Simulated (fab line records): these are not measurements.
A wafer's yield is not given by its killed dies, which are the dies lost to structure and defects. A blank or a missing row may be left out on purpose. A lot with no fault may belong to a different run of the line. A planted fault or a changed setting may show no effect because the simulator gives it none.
Which tool is to blame? -- flow sky130 -- 14 lots, 42 wafers sampled, at 3 steps of a route of 708

## WHAT THE GAUGES READ, wafer by wafer
No reading from a measuring or inspecting step in the record can be judged against a usual standard deviation.

## WHAT TOOL EACH LOT RAN ON (gives the tool, then ch and the chambers of the sampled wafers, and finally the start)
lot,SKY_CONTACT_CMP_04,SKY_CONTACT_ETCH_17,SKY_PAD_OPEN_PROBE_99
L490,"cmp-02 ch 0,2, day 29 21:19","rie diel-04 ch 0,2,3, day 31 01:48",-
L491,"cmp-02 ch 0,2, day 30 11:26","rie diel-04 ch 0,2,3, day 31 14:54",-
L492,"cmp-01 ch 0,1,2, day 31 00:27","rie diel-04 ch 1,2, day 32 03:57",-
L493,"cmp-02 ch 1,2, day 31 02:59","rie diel-03 ch 0,1,2, day 32 06:36",-
L494,"cmp-02 ch 1,2,3, day 31 07:27","rie diel-03 ch 0,2,3, day 32 11:21",-
L495,"cmp-02 ch 2,3, day 31 17:01","rie diel-04 ch 0,1, day 32 21:12",-
L503,"cmp-01 ch 0,1,3, day 34 15:38","rie diel-03 ch 0,1, day 35 18:12",-
L505,"cmp-01 ch 0,3, day 35 04:08","rie diel-04 ch 0,1, day 36 07:09","prober-02, day 49 05:40"
L506,"cmp-02 ch 0,1,3, day 35 11:38","rie diel-03 ch 0,1,2, day 36 14:34",-
L508,"cmp-02 ch 1,2, day 37 08:02","rie diel-04 ch 0,3, day 38 10:41",-
L510,"cmp-01 ch 0,1,2, day 37 11:40","rie diel-04 ch 0,1,2, day 38 13:54","prober-02, day 50 19:01"
L509,"cmp-01 ch 0,2,3, day 37 15:04","rie diel-03 ch 0,1,2, day 38 17:12",-
L512,"cmp-01 ch 1,3, day 37 15:43","rie diel-01 ch 0,2, day 38 17:36",-
L513,"cmp-02 ch 0,1,2, day 37 16:30","rie diel-03 ch 0,1,2, day 38 19:39",-
- SKY_CONTACT_CMP_04: polishes SiO2.
- SKY_CONTACT_ETCH_17: etches SiO2 in C4F8/O2/Ar, stops on Si3N4, target depth 340 nm.
- SKY_PAD_OPEN_PROBE_99

## WHAT THE TOOLS THEMSELVES READ (means of the sampled wafers that have a number; where no wafer has one, the mark that the record gives instead)
SKY_CONTACT_CMP_04.
lot,tool,motor current A (A),slurry flow ml min,time to endpoint s (s)
L490,cmp-02,12.2,149.9,77
L491,cmp-02,12.4,150.3,80
L492,cmp-01,12.9,150.1,83
L493,cmp-02,11.5,150.0,80
L494,cmp-02,11.1,150.1,81
L495,cmp-02,10.9,149.6,83
L503,cmp-01,12.9,150.0,81
L505,cmp-01,13.5,150.5,84
L506,cmp-02,11.8,149.7,78
L508,cmp-02,11.5,149.8,78
L510,cmp-01,12.3,149.7,86
L509,cmp-01,12.7,149.7,88
L512,cmp-01,12.7,149.8,87
L513,cmp-02,11.9,150.0,75

SKY_CONTACT_ETCH_17.
lot,tool,oes product au (a.u.)
L490,rie diel-04,0.891
L491,rie diel-04,0.892
L492,rie diel-04,0.890
L493,rie diel-03,0.898
L494,rie diel-03,0.870
L495,rie diel-04,0.853
L503,rie diel-03,0.893
L505,rie diel-04,0.893
L506,rie diel-03,0.893
L508,rie diel-04,0.893
L510,rie diel-04,0.892
L509,rie diel-03,0.892
L512,rie diel-01,0.894
L513,rie diel-03,0.896

SKY_PAD_OPEN_PROBE_99.
lot,tool,killed_at_M0_to_M3,killed_at_M4_up,killed at contacts,killed at front end,killed at other,killed dies,killed open,killed short
L505,prober-02,48,3.0,19,15,0.7,85,40,45
L510,prober-02,40,5.0,27,16,0.3,88,48,40

## THE ANSWER, worked out from the rows above alone
Rule: usual is defined by the lots themselves. Put in order of their means at a reading, lots are off if they are a third of the lots or fewer, leave a main group of 4 or more, and stand apart from it by a gap of 3 or more times the standard deviation of the main group's means; of several such gaps the widest counts. The tables above print the reading to a certain number of digits; a main group whose means all agree to those digits is not used. Also off: a lot with no number at a reading for which 4 or more lots have one. The other lots that the step has rows for count as sound. First the gauges in route order, then the tools' own readings, where a lot's mean is used as printed above. At the first step where some lot is off, the reading lying furthest off is the one used; lots without a number count as furthest.
Off at SKY_CONTACT_ETCH_17 (oes product au): L494, L495. The main group: mean 0.893 a.u., standard deviation 0.0021.
If a tool, at that step or one of the process steps before it, ran each lot that is off and ran no sound lot following the first of them, it fits. Not one of the candidates tried fits.

## WHAT THE SIMULATOR HAD PUT IN
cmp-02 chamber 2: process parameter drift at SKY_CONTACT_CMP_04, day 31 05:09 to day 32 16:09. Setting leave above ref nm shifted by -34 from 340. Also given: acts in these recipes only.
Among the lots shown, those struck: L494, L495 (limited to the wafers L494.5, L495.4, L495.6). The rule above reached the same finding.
